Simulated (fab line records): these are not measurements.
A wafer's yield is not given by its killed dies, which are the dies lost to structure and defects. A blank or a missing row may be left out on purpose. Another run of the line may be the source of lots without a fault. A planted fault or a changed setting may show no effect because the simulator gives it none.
Chamber matching || flow sky130 || 3 sister chambers for SKY_CAP2M_CVD_00 on pecvd-02
The step deposits SiO2, target thk 15.5 nm. 6 wafers are shown with their chamber, then 9 later ones without.

## WAFERS PAIRED WITH THEIR CHAMBERS
{"wafer": "L087.1", "chamber": 1, "heater-power-w (W)": 666}
{"wafer": "L087.3", "chamber": 0, "heater-power-w (W)": 777}
{"wafer": "L087.5", "chamber": 0, "heater-power-w (W)": 789}
{"wafer": "L088.3", "chamber": 2, "heater-power-w (W)": 789}
{"wafer": "L088.4", "chamber": 2, "heater-power-w (W)": 814}
{"wafer": "L088.5", "chamber": 1, "heater-power-w (W)": 664}

## WAFERS WHOSE CHAMBER IS MISSING
{"wafer": "L092.3", "heater-power-w (W)": 757}
{"wafer": "L092.4", "heater-power-w (W)": 750}
{"wafer": "L092.5", "heater-power-w (W)": 834}
{"wafer": "L096.1", "heater-power-w (W)": 808}
{"wafer": "L096.2", "heater-power-w (W)": 808}
{"wafer": "L096.5", "heater-power-w (W)": 800}
{"wafer": "L097.2", "heater-power-w (W)": 851}
{"wafer": "L097.4", "heater-power-w (W)": 836}
{"wafer": "L097.6", "heater-power-w (W)": 719}

## THE CHAMBER EACH PASSED THROUGH
{"wafer": "L092.3", "from the rows above": "can't be placed: 0 or 2", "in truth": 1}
{"wafer": "L092.4", "from the rows above": "can't be placed: 0 or 2", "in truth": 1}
{"wafer": "L092.5", "from the rows above": "can't be placed: 2 or 0", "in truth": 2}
{"wafer": "L096.1", "from the rows above": "can't be placed: 2 or 0", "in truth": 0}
{"wafer": "L096.2", "from the rows above": "can't be placed: 2 or 0", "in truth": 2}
{"wafer": "L096.5", "from the rows above": "can't be placed: 2 or 0", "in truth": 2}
{"wafer": "L097.2", "from the rows above": "can't be placed: 2 or 0", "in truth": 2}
{"wafer": "L097.4", "from the rows above": "can't be placed: 2 or 0", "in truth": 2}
{"wafer": "L097.6", "from the rows above": "can't be placed: 1 or 0", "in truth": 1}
0 of 9 placed correctly. From these rows, 9 cannot be placed; in 7 the true chamber is one of the candidates. Wrongly placed: 0.
How it was worked out, from the rows above alone: a wafer's distance from a chamber is the root of the sum, over the readings, of the square of ((its reading less the chamber's mean) divided by the reading's scatter). The wafer belongs to the nearest chamber; if the next one is less than 2 further off, it can't be placed. For every chamber, the mean is computed from those of its wafers that are shown. The scatter is the square root of a quotient: the sum, over the shown wafers, of each reading's squared deviation from its chamber's mean, divided by wafers minus chambers.
